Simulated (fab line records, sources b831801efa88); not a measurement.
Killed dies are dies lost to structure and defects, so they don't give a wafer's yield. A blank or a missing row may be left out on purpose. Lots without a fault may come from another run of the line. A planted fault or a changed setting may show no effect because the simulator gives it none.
Chamber matching | flow gf180mcu | GF_V3_CMP_04 on cmp-01: 3 sister chambers
The step polishes SiO2. 6 wafers are shown with their chamber, then 5 later ones without.

WAFERS WITH THEIR CHAMBER
wafer  | chamber | edge_zone_pressure_frac | motor_current_A (A)
L597.2 | 1       | 0.997                   | 11.9
L610.2 | 1       | 0.991                   | 11.1
L612.2 | 3       | 0.997                   | 11.9
L612.6 | 0       | 1.005                   | 11.2
L614.1 | 0       | 1.004                   | 11.7
L614.2 | 3       | 1.001                   | 12.3

WAFERS WITHOUT THEIR CHAMBER
wafer  | edge_zone_pressure_frac | motor_current_A (A)
L617.1 | 0.997                   | 11.5
L617.5 | 1.000                   | 11.5
L617.6 | 1.010                   | 11.8
L618.2 | 1.010                   | 11.8
L618.4 | 0.999                   | 11.1

WHICH CHAMBER EACH WENT THROUGH
wafer  | from the rows above          | in truth
L617.1 | can't be placed: 1 or 3 or 0 | 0
L617.5 | can't be placed: 3 or 0 or 1 | 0
L617.6 | can't be placed: 0 or 3      | 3
L618.2 | can't be placed: 0 or 3      | 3
L618.4 | can't be placed: 1 or 0 or 3 | 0
Placed correctly: 0 of 5. Can't be placed from these rows: 5 (the true chamber is among the candidates in 5). Placed wrongly: 0.
How it was worked out, from the rows above alone: a wafer's distance from a chamber is the root of the sum, over the readings, of the square of ((its reading less the chamber's mean) divided by the reading's scatter). The wafer belongs to the nearest chamber; if the next one is less than 2 further off, it can't be placed. A chamber's mean is the mean of its shown wafers. The scatter: the root of (the sum of the squares of (reading less its chamber's mean) over the shown wafers, divided by (wafers less chambers)).
